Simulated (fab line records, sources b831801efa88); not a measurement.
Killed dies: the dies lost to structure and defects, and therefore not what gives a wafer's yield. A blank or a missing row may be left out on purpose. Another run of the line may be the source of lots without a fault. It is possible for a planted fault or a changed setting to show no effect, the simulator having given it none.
fab line records	flow sky130
record lots=6	wafers=18	last_day=49
route steps=708 shown PWDE@55 NWELL@56 VT_ADJUST_HVTP@85 PAD_OPEN@708
lots that met no fault: taken from a fault-free run of the same line
start_h: start of the lot's first displayed wafer, in hours after the record's first day	wait_h: how many hours have passed since the lot's step before this one	" repeats the value in the row above	L1.1+2: one row covering several wafers at once	- either no value or no given start	* or withheld: withheld	< > ~ a bound
route shown NAME@n: NAME is a module with steps in the file, n the number in the route of the first one	usual: the fault-free wafers' mean and standard deviation	same: alike in all rows	chamber/n: place in a boat	sites: each site's reading	_std_site: the standard deviation of these	_edge_site: mean of outer sites minus mean of inner sites	radius_mm: for every site, how far away it sits from the centre of the wafer	mask NAME#n: copy n	behind: tool/chamber where the wafer was last shaped	hold: why the lot was held/for how many hours/how that ended	device: names the non-switching transistor (n, p or np)	end of line: at the end of the route, the tests of the same wafers	step lacking rows: just its recipe	killed: the dies lost at the first sort to structure and to defects; this is not the yield of the wafer	map: shows each die of a wafer: x if killed, . if not, _ if none is there
set.NAME: the setting the step ran with; set.NAME@STEP: the setting that earlier step ran with	model.NAME: the simulator's own value behind a step, which no gauge read
lots at some steps of the route; a table a step, a row a wafer
services: the hour from which a tool's chamber was out of use, counted from the record's first day as start_h (under 0 if before that day), plus the number of hours and why
## steps
# step SKY_PWDE_TW_MEAS_10
# usual PWDE_TW=373.3/2.4
lot.wafer	tool	chamber	start_h	wait_h	PWDE_TW
L230.2	film_metro-03	-	79.22	0.1	373.6
L230.3	"	-	"	"	375.0
L230.4	"	-	"	"	376.1
L231.1	film_metro-03	-	86.10	0.1	374.9
L231.3	"	-	"	"	372.1
L231.6	"	-	"	"	370.8
L233.1	film_metro-03	-	93.91	0.1	373.3
L233.5	"	-	"	"	373.0
L233.6	"	-	"	"	373.9
L238.1	film_metro-04	-	125.16	0.1	374.1
L238.3	"	-	"	"	376.1
L238.6	"	-	"	"	375.1
L241.1	film_metro-04	-	141.90	0.1	374.1
L241.5	"	-	"	"	374.3
L241.6	"	-	"	"	375.7
L245.1	film_metro-04	-	164.85	0.1	370.0
L245.3	"	-	"	"	373.4
L245.6	"	-	"	"	376.4
# step SKY_NWELL_DEHYDRATE_03
# recipe temp_c=200	time_s=60
# step SKY_NWELL_HMDS_04
# recipe prime_time_s=60	prime_temp_c=120
# step SKY_NWELL_COAT_05
# recipe spin_rpm=2000	resist_thk_nm=3000
# step SKY_NWELL_SOFTBAKE_06
# recipe temp_c=110	time_s=withheld
# step SKY_NWELL_EXPOSE_07
# recipe mask_id=NWM	na=0.6	source_shape=conventional	sigma_outer=0.6	polarization=unpolarized	target_cd_nm=840	dose_mj=255
# step SKY_NWELL_PEB_08
# recipe temp_c=115	time_s=withheld
# step SKY_NWELL_DEVELOP_09
# recipe wall_angle_deg=90	developer=TMAH	develop_time_s=60	dev_temp_c=23
# step SKY_NWELL_OVL_MEAS_10
# usual NWELL_00_OVL=-0.2/1.5
lot.wafer	tool	chamber	start_h	wait_h	NWELL_00_OVL[nm]
L230.2	overlay-02	-	96.10	-	-0.6
L230.3	"	-	"	"	-1.2
L230.4	"	-	"	"	-2.4
L231.1	overlay-01	-	102.84	-	0.8
L231.3	"	-	"	"	0.1
L231.6	"	-	"	"	2.2
L233.1	overlay-01	-	111.37	-	0.1
L233.5	"	-	"	"	0.3
L233.6	"	-	"	"	1.0
L238.1	overlay-01	-	143.24	-	-1.2
L238.3	"	-	"	"	-3.2
L238.6	"	-	"	"	-1.3
L241.1	overlay-02	-	160.54	-	0.3
L241.5	"	-	"	"	-0.5
L241.6	"	-	"	"	0.2
L245.1	overlay-02	-	185.12	-	1.5
L245.3	"	-	"	"	-1.4
L245.6	"	-	"	"	-0.4
# step SKY_NWELL_IMPLANT_11
# recipe species=P	energy_kev=400	dose_cm2=1.9e+13	tilt_deg=withheld
# step SKY_NWELL_IMPLANT_12
# recipe species=P	energy_kev=120	dose_cm2=1.3e+12	tilt_deg=withheld
# step SKY_NWELL_IMPLANT_13
# recipe species=P	energy_kev=50	dose_cm2=7e+11	tilt_deg=withheld
# step SKY_NWELL_STRIP_14
# recipe chemistry=O2/N2	power_w=1400	pressure_mtorr=1500	platen_temp_c=withheld	o2_flow_sccm=3000	n2_flow_sccm=300	overash_fraction=0.5
# usual drypump_motor_current_A=6.0/0.4	o2_flow_sccm=2998/9.8	oes_product_au=0.722/0.0043	strip_time_to_endpoint_s=36.93/0.096
# same overash_fraction=0.5
lot.wafer	tool	chamber	start_h	wait_h	drypump_motor_current_A	o2_flow_sccm	oes_product_au	rf_hours_counter_h	strip_time_to_endpoint_s
L230.2	plasma_asher-01	1	96.69	0.1	6.5	3009	0.716	41	37.01
L230.3	"	0	"	"	6.3	3010	0.716	-	36.92
L230.4	"	1	"	"	6.4	3004	0.722	-	36.99
L231.1	plasma_asher-01	0	103.32	0.1	6.3	2986	0.718	41	37.00
L231.3	"	1	"	"	6.5	3012	0.715	-	37.00
L231.6	"	0	"	"	6.3	2984	0.722	-	36.95
L233.1	plasma_asher-04	1	111.86	0.1	6.0	3002	0.718	43	36.83
L233.5	"	0	"	"	5.2	2992	0.730	-	36.83
L233.6	"	1	"	"	6.0	2987	0.720	-	36.79
L238.1	plasma_asher-01	1	143.72	0.1	6.5	2994	0.726	3	36.80
L238.3	"	0	"	"	6.2	2999	0.720	-	36.87
L238.6	"	1	"	"	6.5	2997	0.726	-	36.83
L241.1	plasma_asher-01	0	161.02	0.1	6.3	2985	0.717	5	37.08
L241.5	"	0	"	"	6.3	3000	0.721	-	37.18
L241.6	"	1	"	"	6.5	2996	0.723	-	37.08
L245.1	plasma_asher-02	1	185.60	0.1	6.0	3007	0.720	46	37.05
L245.3	"	0	"	"	5.6	2986	0.727	-	37.24
L245.6	"	1	"	"	6.0	3009	0.726	-	37.06
# step SKY_NWELL_TW_MEAS_15
# usual NWELL_TW=1820/9.2
lot.wafer	tool	chamber	start_h	wait_h	NWELL_TW
L230.2	film_metro-04	-	96.80	0.1	1829
L230.3	"	-	"	"	1837
L230.4	"	-	"	"	1830
L231.1	film_metro-02	-	103.42	0.1	1802
L231.3	"	-	"	"	1806
L231.6	"	-	"	"	1814
L233.1	film_metro-03	-	111.96	0.1	1822
L233.5	"	-	"	"	1811
L233.6	"	-	"	"	1812
L238.1	film_metro-03	-	143.82	0.1	1817
L238.3	"	-	"	"	1811
L238.6	"	-	"	"	1807
L241.1	film_metro-04	-	161.12	0.1	1827
L241.5	"	-	"	"	1812
L241.6	"	-	"	"	1829
L245.1	film_metro-03	-	185.70	0.1	1804
L245.3	"	-	"	"	1815
L245.6	"	-	"	"	1807
# step SKY_NWELL_DEHYDRATE_16
# recipe temp_c=200	time_s=60
# step SKY_NWELL_HMDS_17
# recipe prime_time_s=60	prime_temp_c=120
# step SKY_NWELL_COAT_18
# recipe spin_rpm=2000	resist_thk_nm=3000
# step SKY_NWELL_SOFTBAKE_19
# recipe temp_c=110	time_s=withheld
# step SKY_NWELL_EXPOSE_20
# recipe mask_id=NWM_COMPLEMENT	na=0.6	source_shape=conventional	sigma_outer=0.6	polarization=unpolarized	target_cd_nm=840	dose_mj=260
# step SKY_NWELL_PEB_21
# recipe temp_c=115	time_s=withheld
# step SKY_NWELL_DEVELOP_22
# recipe wall_angle_deg=90	developer=TMAH	develop_time_s=60	dev_temp_c=23
# step SKY_NWELL_OVL_MEAS_23
# usual NWELL_01_OVL=-0.1/1.2
lot.wafer	tool	chamber	start_h	wait_h	NWELL_01_OVL[nm]
L230.2	overlay-01	-	113.58	-	-2.0
L230.3	"	-	"	"	-2.8
L230.4	"	-	"	"	-3.0
L231.1	overlay-01	-	120.59	-	0.1
L231.3	"	-	"	"	-0.4
L231.6	"	-	"	"	1.2
L233.1	overlay-01	-	130.64	-	-1.7
L233.5	"	-	"	"	-0.3
L233.6	"	-	"	"	0.7
L238.1	overlay-02	-	163.57	-	0.0
L238.3	"	-	"	"	-0.9
L238.6	"	-	"	"	0.7
L241.1	overlay-02	-	180.57	-	1.6
L241.5	"	-	"	"	0.6
L241.6	"	-	"	"	2.3
L245.1	overlay-02	-	206.74	-	-3.2
L245.3	"	-	"	"	-1.4
L245.6	"	-	"	"	-2.0
# step SKY_NWELL_IMPLANT_24
# recipe species=B	energy_kev=140	dose_cm2=9.2e+12	tilt_deg=withheld
# step SKY_NWELL_STRIP_25
# recipe chemistry=O2/N2	power_w=1400	pressure_mtorr=1500	platen_temp_c=withheld	o2_flow_sccm=3000	n2_flow_sccm=300	overash_fraction=0.5
# usual drypump_motor_current_A=5.8/0.39	o2_flow_sccm=2999/9.9	oes_product_au=0.722/0.0053	strip_time_to_endpoint_s=36.97/0.096
# same overash_fraction=0.5
lot.wafer	tool	chamber	start_h	wait_h	drypump_motor_current_A	o2_flow_sccm	oes_product_au	rf_hours_counter_h	strip_time_to_endpoint_s
L230.2	plasma_asher-04	0	113.76	0.1	5.3	2996	0.709	44	36.92
L230.3	"	1	"	"	5.9	2999	0.724	-	36.98
L230.4	"	0	"	"	5.3	3005	0.719	-	36.94
L231.1	plasma_asher-01	0	120.77	0.1	6.2	2982	0.730	0	36.87
L231.3	"	1	"	"	6.5	2993	0.721	-	36.76
L231.6	"	1	"	"	6.5	3000	0.730	-	36.88
L233.1	plasma_asher-01	0	130.82	0.1	6.3	2986	0.726	1	37.14
L233.5	"	0	"	"	6.3	3009	0.729	-	36.97
L233.6	"	1	"	"	6.5	2993	0.725	-	36.99
L238.1	plasma_asher-02	1	163.75	0.1	6.0	2988	0.716	44	37.01
L238.3	"	0	"	"	5.6	3007	0.714	-	36.96
L238.6	"	1	"	"	6.0	2986	0.715	-	36.90
L241.1	plasma_asher-02	0	180.75	0.1	5.6	3000	0.719	46	36.93
L241.5	"	1	"	"	6.0	3016	0.723	-	37.00
L241.6	"	0	"	"	5.6	3006	0.726	-	36.95
L245.1	plasma_asher-04	1	206.92	0.1	6.0	3013	0.721	54	36.96
L245.3	"	0	"	"	5.2	2991	0.723	-	36.96
L245.6	"	0	"	"	5.2	3002	0.723	-	36.95
# step SKY_NWELL_TW_MEAS_26
# usual NWELL_2_TW=495.7/3
lot.wafer	tool	chamber	start_h	wait_h	NWELL_2_TW
L230.2	film_metro-03	-	113.87	0.1	493.8
L230.3	"	-	"	"	492.3
L230.4	"	-	"	"	493.4
L231.1	film_metro-03	-	120.87	0.1	495.7
L231.3	"	-	"	"	497.4
L231.6	"	-	"	"	496.4
L233.1	film_metro-04	-	130.92	0.1	496.1
L233.5	"	-	"	"	496.6
L233.6	"	-	"	"	499.1
L238.1	film_metro-04	-	163.85	0.1	495.0
L238.3	"	-	"	"	497.2
L238.6	"	-	"	"	497.2
L241.1	film_metro-02	-	180.85	0.1	491.2
L241.5	"	-	"	"	489.2
L241.6	"	-	"	"	492.3
L245.1	film_metro-04	-	207.02	0.1	497.7
L245.3	"	-	"	"	498.8
L245.6	"	-	"	"	497.0
# step SKY_NWELL_CLEAN_27
# recipe chemistry=SC1/SC2	mix=1:4:20	temp_c=70	time_s=150	dry=n2_spin
# step SKY_NWELL_RTA_28
# recipe temp_c=1050	time_s=30	idle_temp_c=650	ramp_up_c_per_s=150	ramp_down_c_per_s=90	ambient=N2
# usual lamp_power_pct=25.30/0.054	wafer_temp_C_max=1054.8/0.9
lot.wafer	tool	chamber	start_h	wait_h	lamp_power_pct	wafer_temp_C_max
L230.2	rtp_anneal-01	0	113.98	0.0	25.30	1055.9
L230.3	"	0	"	"	25.46	1054.0
L230.4	"	0	"	"	25.22	1054.7
L231.1	rtp_anneal-01	0	120.99	0.0	25.30	1055.1
L231.3	"	0	"	"	25.26	1055.1
L231.6	"	0	"	"	25.30	1054.4
L233.1	rtp_anneal-01	0	131.03	0.0	25.33	1054.6
L233.5	"	0	"	"	25.35	1055.4
L233.6	"	0	"	"	25.22	1054.1
L238.1	rtp_anneal-02	0	163.96	0.0	25.44	1056.4
L238.3	"	0	"	"	25.29	1054.2
L238.6	"	0	"	"	25.18	1056.3
L241.1	rtp_anneal-02	0	180.96	0.0	25.23	1055.3
L241.5	"	0	"	"	25.32	1055.9
L241.6	"	0	"	"	25.27	1054.7
L245.1	rtp_anneal-01	0	207.14	0.0	25.19	1054.8
L245.3	"	0	"	"	25.31	1054.1
L245.6	"	0	"	"	25.24	1053.9
# step SKY_NWELL_RS_MEAS_29
# recipe thk_meas_gauge=four-point-probe
# usual NWELL_RS=625.0/1.6
lot.wafer	tool	chamber	start_h	wait_h	NWELL_RS[ohm/sq]
L230.2	film_metro-02	-	114.09	0.1	626.3
L230.3	"	-	"	"	624.6
L230.4	"	-	"	"	626.7
L231.1	film_metro-03	-	121.09	0.1	622.7
L231.3	"	-	"	"	626.2
L231.6	"	-	"	"	624.5
L233.1	film_metro-02	-	131.13	0.1	627.8
L233.5	"	-	"	"	625.6
L233.6	"	-	"	"	627.1
L238.1	film_metro-03	-	164.06	0.1	626.6
L238.3	"	-	"	"	626.5
L238.6	"	-	"	"	628.2
L241.1	film_metro-03	-	181.06	0.1	625.6
L241.5	"	-	"	"	625.2
L241.6	"	-	"	"	626.8
L245.1	film_metro-04	-	207.24	0.1	624.7
L245.3	"	-	"	"	624.2
L245.6	"	-	"	"	626.6
# step SKY_NWELL_RS_MEAS_31
# recipe thk_meas_gauge=four-point-probe
# usual PWDE_RS=5283/17
lot.wafer	tool	chamber	start_h	wait_h	PWDE_RS[ohm/sq]
L230.2	film_metro-02	-	114.33	0.1	5286
L230.3	"	-	"	"	5290
L230.4	"	-	"	"	5293
L231.1	film_metro-03	-	121.33	0.1	5284
L231.3	"	-	"	"	5275
L231.6	"	-	"	"	5267
L233.1	film_metro-02	-	131.37	0.1	5331
L233.5	"	-	"	"	5296
L233.6	"	-	"	"	5309
L238.1	film_metro-03	-	164.30	0.1	5298
L238.3	"	-	"	"	5289
L238.6	"	-	"	"	5278
L241.1	film_metro-03	-	181.30	0.1	5273
L241.5	"	-	"	"	5271
L241.6	"	-	"	"	5285
L245.1	film_metro-04	-	207.48	0.1	5300
L245.3	"	-	"	"	5301
L245.6	"	-	"	"	5292
# step SKY_VT_ADJUST_HVTP_DEHYDRATE_00
# recipe temp_c=200	time_s=60
# step SKY_VT_ADJUST_HVTP_HMDS_01
# recipe prime_time_s=60	prime_temp_c=120
# step SKY_VT_ADJUST_HVTP_COAT_02
# recipe resist=NOVOLAK	spin_rpm=3000	resist_thk_nm=1140
# step SKY_VT_ADJUST_HVTP_SOFTBAKE_03
# recipe temp_c=90	time_s=60	resist=NOVOLAK
# step SKY_VT_ADJUST_HVTP_EXPOSE_04
# recipe mask_id=HVTPM	na=0.6	source_shape=conventional	sigma_outer=0.6	polarization=unpolarized	target_cd_nm=380	dose_mj=140
# step SKY_VT_ADJUST_HVTP_PEB_05
# recipe temp_c=withheld	time_s=*	resist=NOVOLAK
# step SKY_VT_ADJUST_HVTP_DEVELOP_06
# recipe resist=NOVOLAK	developer=TMAH	develop_time_s=60	dev_temp_c=23
# step SKY_VT_ADJUST_HVTP_CD_MEAS_07
# recipe target_cd_nm=380
# usual cd_nm=379.4/2.6
lot.wafer	tool	chamber	start_h	wait_h	cd_nm
L230.2	cd_sem-02	-	132.16	0.1	378.2
L230.3	"	-	"	"	379.1
L230.4	"	-	"	"	378.8
L231.1	cd_sem-01	-	139.51	0.2	385.8
L231.3	"	-	"	"	382.9
L231.6	"	-	"	"	384.0
L233.1	cd_sem-02	-	149.79	0.1	381.3
L233.5	"	-	"	"	380.1
L233.6	"	-	"	"	381.0
L238.1	cd_sem-02	-	183.89	0.1	376.3
L238.3	"	-	"	"	376.7
L238.6	"	-	"	"	376.6
L241.1	cd_sem-01	-	202.24	0.1	374.7
L241.5	"	-	"	"	375.5
L241.6	"	-	"	"	374.0
L245.1	cd_sem-02	-	228.74	0.1	378.0
L245.3	"	-	"	"	377.3
L245.6	"	-	"	"	379.0
# step SKY_VT_ADJUST_HVTP_OVL_MEAS_08
# usual VT_ADJUST_HVTP_OVL=0.8/1.6
lot.wafer	tool	chamber	start_h	wait_h	VT_ADJUST_HVTP_OVL[nm]
L230.2	overlay-01	-	132.26	0.1	3.9
L230.3	"	-	"	"	3.5
L230.4	"	-	"	"	4.9
L231.1	overlay-02	-	139.63	0.1	1.8
L231.3	"	-	"	"	3.9
L231.6	"	-	"	"	1.9
L233.1	overlay-01	-	149.91	0.1	0.2
L233.5	"	-	"	"	-0.4
L233.6	"	-	"	"	-1.1
L238.1	overlay-01	-	184.01	0.1	-0.5
L238.3	"	-	"	"	-2.7
L238.6	"	-	"	"	-1.2
L241.1	overlay-02	-	202.36	0.1	-0.3
L241.5	"	-	"	"	-0.2
L241.6	"	-	"	"	-1.2
L245.1	overlay-02	-	228.86	0.1	0.5
L245.3	"	-	"	"	-0.1
L245.6	"	-	"	"	-1.9
# step SKY_VT_ADJUST_HVTP_IMPLANT_09
# recipe species=As	energy_kev=150	dose_cm2=4.3e+12	tilt_deg=withheld
# step SKY_VT_ADJUST_HVTP_STRIP_10
# recipe chemistry=O2/N2	power_w=1400	pressure_mtorr=1500	platen_temp_c=withheld	o2_flow_sccm=3000	n2_flow_sccm=300	overash_fraction=0.5
# usual drypump_motor_current_A=5.71/0.26	o2_flow_sccm=3002/9.3	oes_product_au=0.715/0.0047	strip_time_to_endpoint_s=14.19/0.049
# same overash_fraction=0.5
lot.wafer	tool	chamber	start_h	wait_h	drypump_motor_current_A	o2_flow_sccm	oes_product_au	rf_hours_counter_h	strip_time_to_endpoint_s
L230.2	plasma_asher-03	1	132.44	0.1	5.91	2996	0.725	33	14.22
L230.3	"	0	"	"	5.51	3013	0.722	-	14.21
L230.4	"	1	"	"	5.93	2995	0.715	-	14.20
L231.1	plasma_asher-04	0	139.82	0.1	5.25	3011	0.711	47	14.10
L231.3	"	1	"	"	6.00	3013	0.712	-	14.13
L231.6	"	0	"	"	5.26	3015	0.713	-	14.15
L233.1	plasma_asher-03	1	150.09	0.1	5.88	3006	0.712	36	14.15
L233.5	"	1	"	"	5.87	3016	0.712	-	14.16
L233.6	"	0	"	"	5.53	2993	0.722	-	14.14
L238.1	plasma_asher-04	0	184.19	0.1	5.25	2997	0.711	52	14.22
L238.3	"	1	"	"	5.99	3008	0.717	-	14.17
L238.6	"	0	"	"	5.27	3010	0.722	-	14.18
L241.1	plasma_asher-03	1	202.54	0.1	5.87	2991	0.715	41	14.15
L241.5	"	1	"	"	5.93	2996	0.718	-	14.18
L241.6	"	0	"	"	5.55	3005	0.718	-	14.17
L245.1	plasma_asher-03	1	229.04	0.1	5.95	3016	0.714	43	14.28
L245.3	"	0	"	"	5.51	2999	0.715	-	14.24
L245.6	"	1	"	"	5.91	3015	0.720	-	14.27
# step SKY_VT_ADJUST_HVTP_TW_MEAS_11
# usual VT_ADJUST_HVTP_TW=1364/13
lot.wafer	tool	chamber	start_h	wait_h	VT_ADJUST_HVTP_TW
L230.2	film_metro-01	-	132.55	0.1	1382
L230.3	"	-	"	"	1375
L230.4	"	-	"	"	1381
L231.1	film_metro-02	-	139.92	0.1	1351
L231.3	"	-	"	"	1348
L231.6	"	-	"	"	1353
L233.1	film_metro-04	-	150.19	0.1	1359
L233.5	"	-	"	"	1357
L233.6	"	-	"	"	1359
L238.1	film_metro-04	-	184.29	0.1	1362
L238.3	"	-	"	"	1360
L238.6	"	-	"	"	1353
L241.1	film_metro-04	-	202.64	0.1	1369
L241.5	"	-	"	"	1363
L241.6	"	-	"	"	1361
L245.1	film_metro-02	-	229.14	0.1	1350
L245.3	"	-	"	"	1352
L245.6	"	-	"	"	1345
# step SKY_PAD_OPEN_PROBE_99
# usual killed_at_M0_to_M3=42/6.6	killed_at_M4_up=3.1/1.9	killed_at_contacts=25/5.7	killed_at_front_end=16/5	killed_at_other=0.2/0.38	killed_dies=86/9.6	killed_open=47/7.2	killed_short=39/6.2
# same gross_dies=492	killed_at_back_side=0
lot.wafer	tool	chamber	start_h	wait_h	killed_at_M0_to_M3	killed_at_M4_up	killed_at_contacts	killed_at_front_end	killed_at_other	killed_dies	killed_open	killed_short
L230.2	prober-01	-	1088.13	0.1	44	6	27	14	0	91	43	48
L230.3	prober-01	-	1088.18	0.2	29	3	20	23	1	76	37	39
L230.4	prober-01	-	1088.23	0.2	42	1	14	14	0	71	38	33
L231.1	prober-02	-	1094.44	0.1	38	3	26	14	0	81	44	37
L231.3	prober-02	-	1094.54	0.2	44	2	21	16	0	83	38	45
L231.6	prober-02	-	1094.69	0.2	60	3	27	16	0	106	61	45
L238.3	prober-01	-	1136.89	0.2	39	0	24	59	0	122	39	37
L241.1	prober-02	-	1152.69	0.1	38	3	27	62	0	130	48	29
L241.5	prober-02	-	1152.89	0.2	40	3	30	62	1	136	41	45
L241.6	prober-02	-	1152.94	0.2	45	3	28	26	0	102	60	42
L245.1	prober-02	-	1177.05	0.1	32	1	21	21	0	75	41	34
L245.3	prober-02	-	1177.15	0.2	35	4	36	17	0	92	61	31
L245.6	prober-02	-	1177.30	0.2	48	6	27	18	0	99	60	39
# killed by level:class
L230.2 CONTACT:geometric_particle:open=9 VIA1:geometric_particle:open=8 VIA3:geometric_particle:open=6 LI_CONTACT:geometric_particle:short=5 VIA1:geometric_particle:short=5 VIA2:geometric_particle:open=5 METAL2:geometric_particle:short=5 METAL4:geometric_particle:short=5
L230.3 LI_CONTACT:geometric_particle:open=7 FIELD_ISO:geometric_particle:open=6 POLY_GATE:geometric_particle:open=5 POLY_GATE:geometric_particle:short=5 CONTACT:geometric_particle:open=5 METAL1:geometric_particle:short=5 VIA1:geometric_particle:short=5 METAL2:geometric_particle:short=5
L230.4 VIA1:geometric_particle:open=11 VIA3:geometric_particle:open=7 FIELD_ISO:geometric_particle:open=6 METAL1:geometric_particle:short=6 CONTACT:geometric_particle:open=5 METAL2:geometric_particle:short=5 CONTACT:geometric_particle:short=4 FIELD_ISO:geometric_particle:short=3
L231.1 FIELD_ISO:geometric_particle:open=8 CONTACT:geometric_particle:open=7 VIA2:geometric_particle:open=7 LI_CONTACT:geometric_particle:open=5 LOCAL_INTERCONNECT:geometric_particle:short=5 CONTACT:geometric_particle:short=5 VIA1:geometric_particle:short=5 VIA3:geometric_particle:short=5
L231.3 VIA2:geometric_particle:open=10 CONTACT:geometric_particle:open=9 METAL1:geometric_particle:short=8 VIA3:geometric_particle:open=8 POLY_GATE:geometric_particle:short=7 FIELD_ISO:geometric_particle:short=4 METAL3:geometric_particle:short=4 CONTACT:geometric_particle:short=4
L231.6 VIA1:geometric_particle:open=14 VIA3:geometric_particle:open=12 CONTACT:geometric_particle:open=9 METAL2:geometric_particle:short=8 LI_CONTACT:geometric_particle:open=7 FIELD_ISO:geometric_particle:open=5 LOCAL_INTERCONNECT:geometric_particle:short=5 METAL1:geometric_particle:short=5
L238.3 NWELL:unspecified=46 VIA1:geometric_particle:open=11 CONTACT:geometric_particle:open=8 METAL1:geometric_particle:short=8 LI_CONTACT:geometric_particle:open=7 FIELD_ISO:geometric_particle:short=6 CONTACT:geometric_particle:short=6 VIA2:geometric_particle:open=5
L241.1 NWELL:unspecified=53 VIA1:geometric_particle:open=16 CONTACT:geometric_particle:open=15 LI_CONTACT:geometric_particle:open=4 METAL2:geometric_particle:short=4 VIA3:geometric_particle:short=4 VIA1:geometric_particle:short=3 CONTACT:geometric_particle:short=3
L241.5 NWELL:unspecified=50 VIA1:geometric_particle:open=9 CONTACT:geometric_particle:short=9 LOCAL_INTERCONNECT:geometric_particle:short=8 LI_CONTACT:geometric_particle:open=6 VIA2:geometric_particle:open=6 FIELD_ISO:geometric_particle:open=5 CONTACT:geometric_particle:open=5
L241.6 VIA1:geometric_particle:open=14 LI_CONTACT:geometric_particle:open=11 CONTACT:geometric_particle:open=10 FIELD_ISO:geometric_particle:short=8 POLY_GATE:geometric_particle:short=7 FIELD_ISO:geometric_particle:open=6 VIA1:geometric_particle:short=6 VIA2:geometric_particle:open=6
L245.1 VIA1:geometric_particle:open=8 VIA3:geometric_particle:open=8 FIELD_ISO:geometric_particle:short=7 LI_CONTACT:geometric_particle:open=7 LOCAL_INTERCONNECT:geometric_particle:short=6 POLY_GATE:geometric_particle:short=5 FIELD_ISO:geometric_particle:open=4 SPACER:geometric_particle:open=4
L245.3 CONTACT:geometric_particle:open=16 LI_CONTACT:geometric_particle:open=12 METAL1:geometric_particle:short=10 VIA1:geometric_particle:open=9 LOCAL_INTERCONNECT:geometric_particle:short=6 VIA2:geometric_particle:open=5 FIELD_ISO:geometric_particle:open=4 VIA3:geometric_particle:open=4
L245.6 VIA1:geometric_particle:open=11 CONTACT:geometric_particle:open=9 VIA3:geometric_particle:open=8 LI_CONTACT:geometric_particle:open=7 CONTACT:geometric_particle:short=7 FIELD_ISO:geometric_particle:open=6 METAL1:geometric_particle:short=6 METAL1:geometric_particle:open=5
# map L238.3 (x killed, . not)
__________....x.x..x_________
________...x.....x...x_______
______...xxxxx...x....x._____
_____.....xxx.x....x.x...____
____.x.xxxxxxxx.x..x.x..x.___
___......xxxxxx.x.......x..__
__...xxxxxxxxxxx.x.......x.._
_..x..xx..xxxxx.....x........
_.x......xxxxx........x......
_x..x.....x...............xx.
_.x.........x....x....x......
_...........x....x.x....x..x.
_....x.......x....xx...xx....
_..........x.x.........x.....
_.....x...x.................x
__........x...x.xx.....x...._
___....x...........x.......__
____....x.x.x...x.........___
_____.x...xxx..x....xx...____
______.....x..x...x..x.._____
________..x.........x._______
__________.xxx......_________
# map L241.5 (x killed, . not)
__________...x..xx.._________
________...x....x...x._______
______.xxxx.xx.xx.x....._____
_____..xxxxxxxxx..x.x....____
____..xxxxxxxxxx.x....x..x___
___....xxxxxxxxx.xx..x...x.__
__x....xxxxxxxx.x..x.xx.x.x._
_.......xxxxxxx.x..........x.
_.......x.xx.x.x.......x..xx.
_.....xxx..xx......x....x....
_.x....x..x...x.....x....xxx.
_.x.......x...............x.x
_.........xx.xxxx............
_...x......x............x..xx
_......xx..x..........x....x.
__....x.x..................._
___...............x........__
____........x.x........x..___
_____.....x.....xx....x..____
______.....x.......x...._____
________....x..x....x._______
__________...x..x..._________
## services
tool	chamber	start_h	hours	kind
plasma_asher-04	-	93.76	3.0	repair
rtp_anneal-01	-	106.91	6.2	pm
plasma_asher-01	-	108.75	9.0	pm
plasma_asher-01	0	108.75	9.0	vent_cycle
plasma_asher-01	1	108.75	9.0	vent_cycle
plasma_asher-01	0	117.75	-	clean
plasma_asher-01	1	117.75	-	clean
plasma_asher-02	-	118.22	33.8	repair
plasma_asher-04	-	145.26	1.1	repair
plasma_asher-01	-	175.24	3.8	repair
plasma_asher-03	-	194.18	3.4	repair
## key
first_sign step=SKY_PAD_OPEN_PROBE_99	reading=killed_at_front_end	direction=up	sigmas=9.1	usual=16	struck=61
effect step=SKY_PAD_OPEN_PROBE_99	reading=killed_dies	direction=up	sigmas=4.5	usual=86	struck=129
met_at SKY_NWELL_STRIP_14
struck_wafers L238.3,L241.1,L241.5
tester_left_out L238,L241
onset_between 103.32 143.72
fault kind=chamber_particle_source	tool=plasma_asher-01	chamber=0	onset_h=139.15	steps=SKY_NWELL_STRIP_14	rate_per_visit_cm2=0.60181	end_h=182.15
# tester_left_out: of these lots the tester's yield and bins aren't shown, on N5 and GAA mostly nor the transistor test; their killed dies are dies lost to structure and defects alone, not to doping, threshold or leakage, so they don't give the yield
